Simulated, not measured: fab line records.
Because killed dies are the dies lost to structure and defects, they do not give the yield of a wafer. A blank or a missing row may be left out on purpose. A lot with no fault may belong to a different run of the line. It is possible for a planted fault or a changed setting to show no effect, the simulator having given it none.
Chamber matching    flow sky130    4 sister chambers for SKY_VIA2_ETCH_15 on rieDiel-02
The step etches SiO2 in C4F8/O2/Ar, stops on TiN, target depth 546 nm, time 84 s. 4 wafers are shown with their chamber, then 7 later ones without.

WAFERS PAIRED WITH THEIR CHAMBERS
wafer   chamber  rfFwdPowerW (W)
L081.3  2        1497
L081.6  0        1494
L085.2  1        1487
L085.3  3        1487

WAFERS MISSING THEIR CHAMBER
wafer   rfFwdPowerW (W)
L085.4  1485
L091.2  1479
L091.3  1483
L091.6  1487
L094.1  1488
L094.3  1493
L094.5  1498

WHICH CHAMBER EACH WENT THROUGH
wafer   from the rows above                in truth
L085.4  can't be placed: 1 or 3 or 0       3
L091.2  can't be placed: 1 or 3 or 0       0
L091.3  can't be placed: 1 or 3 or 0       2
L091.6  can't be placed: 1 or 3 or 0       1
L094.1  can't be placed: 1 or 3 or 0       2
L094.3  can't be placed: 0 or 2 or 1 or 3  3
L094.5  can't be placed: 2 or 0            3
Correct placement for 0 of the 7. Unplaceable from these rows: 7, with the true chamber sitting among the candidates in 4. Placed wrongly: 0.
How it was worked out, from the rows above alone: a wafer's distance from a chamber is the root of the sum, over the readings, of the square of ((its reading less the chamber's mean) divided by the reading's scatter). If the next closest chamber is less than 2 further off than the closest, the wafer can't be placed; otherwise it belongs to the closest. A chamber's mean is the mean of its shown wafers. The scatter: with one shown wafer a chamber, the root of the mean of the squares of how far each hidden wafer lies from its nearest shown one.
